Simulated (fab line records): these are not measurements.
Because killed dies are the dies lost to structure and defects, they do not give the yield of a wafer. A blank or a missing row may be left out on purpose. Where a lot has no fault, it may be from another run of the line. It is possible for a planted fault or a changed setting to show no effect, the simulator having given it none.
Which tool was responsible? ; flow gf180mcu ; 33 wafers from 11 lots sampled at 3 of the route's 602 steps

WHAT EACH GAUGE READ, for each wafer
GF_PSD_RS_MEAS_14: a four-point-probe measurement.
lot;measured;on;NSD_RS (ohm/sq)
L380;day 14 03:31;film-metro-02;46.16 46.21 46.21
L383;day 15 06:02;film-metro-04;46.13 46.05 46.12
L384;day 15 10:32;film-metro-01;46.03 46.01 46.00
L385;day 16 00:24;film-metro-04;46.09 46.17 46.14
L389;day 17 14:54;film-metro-01;46.04 46.14 46.13
L390;day 17 23:22;film-metro-04;46.14 46.20 46.15
L394;day 18 23:16;film-metro-02;46.25 46.27 46.13
L400;day 21 11:06;film-metro-04;44.35 44.15 44.26 44.17 44.12 44.30
L401;day 21 18:31;film-metro-04;44.39 44.50 44.30 44.23 44.50 44.31
L402;day 22 00:35;film-metro-02;46.19 46.12 46.19
L403;day 22 05:16;film-metro-01;46.03 46.05 46.10

WHAT TOOL EACH LOT RAN ON (gives the tool, then ch and the chambers of the sampled wafers, and finally the start)
lot;GF_NSD_IMPLANT_09;GF_NSD_STRIP_11
L380;implanter-03 ch 0, day 13 07:24;plasma-asher-03 ch 0,1, day 13 07:41
L383;implanter-03 ch 0, day 14 09:01;plasma-asher-03 ch 0,1, day 14 09:17
L384;implanter-03 ch 0, day 14 12:53;plasma-asher-04 ch 0, day 14 13:10
L385;implanter-03 ch 0, day 15 02:11;plasma-asher-04 ch 0,1, day 15 02:28
L389;implanter-03 ch 0, day 16 14:59;plasma-asher-03 ch 0,1, day 16 15:16
L390;implanter-03 ch 0, day 16 23:07;plasma-asher-04 ch 0,1, day 16 23:25
L394;implanter-03 ch 0, day 17 22:49;plasma-asher-02 ch 0,1, day 17 23:07
L400;implanter-03 ch 0, day 20 10:52;plasma-asher-02 ch 0,1, day 20 11:10
L401;implanter-03 ch 0, day 20 17:34;plasma-asher-03 ch 0,1, day 20 17:52
L402;implanter-02 ch 0, day 21 00:35;plasma-asher-04 ch 0,1, day 21 00:52
L403;implanter-04 ch 0, day 21 04:56;plasma-asher-03 ch 0,1, day 21 05:11
- GF_NSD_IMPLANT_09
- GF_NSD_STRIP_11: strips in O2/N2.

WHAT THE TOOLS THEMSELVES READ (means of the sampled wafers that have a number; where no wafer has one, the mark that the record gives instead)
GF_NSD_IMPLANT_09.
lot;tool;beam-on-s (s);dose-ions-cm2
L380;implanter-03;21.3;3.993e+15
L383;implanter-03;21.2;3.999e+15
L384;implanter-03;21.3;4.002e+15
L385;implanter-03;21.4;4.006e+15
L389;implanter-03;20.7;3.998e+15
L390;implanter-03;21.1;4.000e+15
L394;implanter-03;21.3;3.999e+15
L400;implanter-03;37.0;6.999e+15
L401;implanter-03;36.9;6.999e+15
L402;implanter-02;18.5;4.004e+15
L403;implanter-04;18.1;3.997e+15

GF_NSD_STRIP_11.
lot;tool;drypump-motor-current-A (A);heater-power-w (W);o2-flow-sccm (sccm);oes-product-au (a.u.);strip-time-to-endpoint-s (s)
L380;plasma-asher-03;5.4;332;3005;0.489;23.04
L383;plasma-asher-03;5.4;333;3002;0.490;22.98
L384;plasma-asher-04;5.9;387;3003;0.487;22.92
L385;plasma-asher-04;6.0;356;2990;0.485;22.92
L389;plasma-asher-03;5.4;354;2995;0.487;22.92
L390;plasma-asher-04;6.0;353;3002;0.485;22.95
L394;plasma-asher-02;5.7;308;2997;0.489;22.99
L400;plasma-asher-02;6.0;321;2998;0.479;24.00
L401;plasma-asher-03;5.4;335;2999;0.477;24.00
L402;plasma-asher-04;6.0;354;2994;0.482;23.01
L403;plasma-asher-03;5.4;340;3004;0.491;23.00

THE ANSWER, worked out from the rows above alone
Rule: the lots themselves supply what counts as usual. The widest of any qualifying gaps counts: lots, ordered by their means at a reading, are off when they make up no more than a third of the lots, leave a main group of 4 or more, and stand apart from it by 3 or more times the standard deviation of that group's means. The tables above print the reading to a certain number of digits; a main group whose means all agree to those digits is not used. A lot without any number at a reading at which 4 lots or more have one is off too. Where the step has rows for the other lots, those lots are counted as sound. Order of review: gauges by route order, followed by the tools' own readings, for which a lot's mean as printed above is used. The first step at which some lot is off is used, and at that step the reading that is off furthest; a lot without a number counts as furthest.
Off: at GF_PSD_RS_MEAS_14 (NSD_RS), L400, L401. Mean 46.13 ohm/sq and standard deviation 0.062 in the main group.
If a tool, at a process step before that reading, ran all the lots that are off and no sound lot after the first of them, it fits. The gauges at GF_PSD_RS_MEAS_14 aren't tried: what is off there is off at GF_NSD_IMPLANT_09 too, on other tools, and a gauge's error can't cause that. One candidate fits, namely implanter-03 at GF_NSD_IMPLANT_09. Its last sound lot is L394 (day 17 22:49), its first lot that is off L400 (day 20 10:52): a fault that began between those two fits.
The tool's own readings at GF_NSD_IMPLANT_09 bear it out: on the lots that are off they differ by more than 5 times the standard deviation of the sound lots' means. beam-on-s reads 37.0 s there against 20.5 s on the sound lots; dose-ions-cm2 reads 6.999e+15 there against 4.000e+15 on the sound lots.

WHAT THE SIMULATOR HAD PUT IN
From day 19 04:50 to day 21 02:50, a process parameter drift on implanter-03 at GF_NSD_IMPLANT_09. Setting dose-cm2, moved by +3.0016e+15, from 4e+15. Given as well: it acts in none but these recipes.
Shown lots that were struck: L400, L401. The same result came from the rule above.
